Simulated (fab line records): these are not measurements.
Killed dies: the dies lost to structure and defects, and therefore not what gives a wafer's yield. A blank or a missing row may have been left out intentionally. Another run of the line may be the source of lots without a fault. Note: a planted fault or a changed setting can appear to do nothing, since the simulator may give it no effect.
The tool behind it: which one? + flow gf180mcu + 6 lots with 18 wafers sampled at 2 steps, on a route of 602 steps

## WHAT THE GAUGES SHOWED, per wafer
GF_STI_CD_MEAS_12: target cd 220 nm.
| lot  | measured    | on       | cdNm (nm)         |
|------|-------------|----------|-------------------|
| L292 | day 2 06:41 | cdSem-02 | 222.1 222.3 222.3 |
| L294 | day 2 17:54 | cdSem-02 | 222.1 222.0 220.7 |
| L296 | day 3 04:18 | cdSem-01 | 221.9 220.6 219.7 |
| L298 | day 3 16:27 | cdSem-02 | 219.6 220.0 218.9 |
| L310 | day 6 06:01 | cdSem-02 | 218.9 217.6 217.8 |
| L312 | day 6 13:55 | cdSem-01 | 218.5 220.5 219.5 |

## TOOL THAT RAN EACH LOT (tool first, then ch and the chambers of the sampled wafers, then the start)
| lot  | GF_STI_EXPOSE_09                |
|------|---------------------------------|
| L292 | krfScanner-02 ch 0, day 2 01:02 |
| L294 | krfScanner-01 ch 0, day 2 12:12 |
| L296 | krfScanner-02 ch 0, day 2 22:55 |
| L298 | krfScanner-02 ch 0, day 3 10:30 |
| L310 | krfScanner-02 ch 0, day 5 22:40 |
| L312 | krfScanner-02 ch 0, day 6 06:50 |
- GF_STI_EXPOSE_09: exposes mask COMP, target cd 220 nm.

## THE ANSWER, worked out from the rows above alone
Rule: the usual values come from the lots themselves. Put in order of their means at a reading, lots are off if they are a third of the lots or fewer, leave a main group of 4 or more, and stand apart from it by a gap of 3 or more times the standard deviation of the main group's means; of several such gaps the widest counts. If all means in a main group match to the digits the tables above print for the reading, that group is not used. Also off: a lot with no number at a reading for which 4 or more lots have one. The other lots that the step has rows for count as sound.
Nothing can be told from this: no lot is off at any reading shown.

## WHAT WAS PUT IN BY THE SIMULATOR
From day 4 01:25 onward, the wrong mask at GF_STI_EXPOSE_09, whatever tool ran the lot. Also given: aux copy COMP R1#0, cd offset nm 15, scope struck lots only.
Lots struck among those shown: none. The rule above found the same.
